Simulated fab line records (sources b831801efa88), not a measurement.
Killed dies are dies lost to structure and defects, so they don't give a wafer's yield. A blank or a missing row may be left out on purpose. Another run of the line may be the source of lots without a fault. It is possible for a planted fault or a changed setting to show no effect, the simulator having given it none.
Chamber matching | flow sky130 | rie-si-01 running SKY_FIELD_ISO_ETCH_17: 4 sister chambers
The step etches Si in HBr/Cl2/O2, target depth 342 nm, time 97.7 s. 8 wafers are shown with their chamber, then 8 later ones without.

## WAFERS WITH THEIR CHAMBER
wafer  | chamber | drypump-motor-current-A (A) | oes-product-au (a.u.)
L521.4 | 0       | 4.7                         | 0.995
L527.2 | 2       | 6.0                         | 1.000
L527.4 | 1       | 5.7                         | 0.984
L527.6 | 3       | 5.6                         | 0.999
L528.1 | 1       | 5.8                         | 0.987
L528.4 | 3       | 5.6                         | 1.006
L528.6 | 0       | 4.7                         | 0.994
L529.4 | 2       | 6.1                         | 1.006

## WAFERS MISSING THEIR CHAMBER
wafer  | drypump-motor-current-A (A) | oes-product-au (a.u.)
L529.5 | 4.7                         | 0.996
L529.6 | 5.8                         | 0.995
L530.2 | 5.6                         | 1.003
L530.4 | 5.8                         | 0.996
L530.6 | 6.0                         | 0.995
L532.2 | 5.5                         | 0.996
L532.4 | 5.6                         | 1.003
L532.6 | 5.8                         | 0.988

## CHAMBER TAKEN BY EACH
wafer  | from the rows above     | in truth
L529.5 | 0                       | 0
L529.6 | can't be placed: 1 or 3 | 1
L530.2 | 3                       | 3
L530.4 | can't be placed: 1 or 3 | 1
L530.6 | 2                       | 2
L532.2 | 3                       | 3
L532.4 | 3                       | 3
L532.6 | 1                       | 1
Correct placement for 6 of the 8. These rows do not allow placing 2 (true chamber among the candidates in 2). Number placed wrongly: 0.
How it was worked out, from the rows above alone: a wafer's distance from a chamber is the root of the sum, over the readings, of the square of ((its reading less the chamber's mean) divided by the reading's scatter). The wafer belongs to the nearest chamber; if the next one is less than 2 further off, it can't be placed. Each chamber's mean is taken over the wafers shown for it. The scatter: the root of (the sum of the squares of (reading less its chamber's mean) over the shown wafers, divided by (wafers less chambers)).
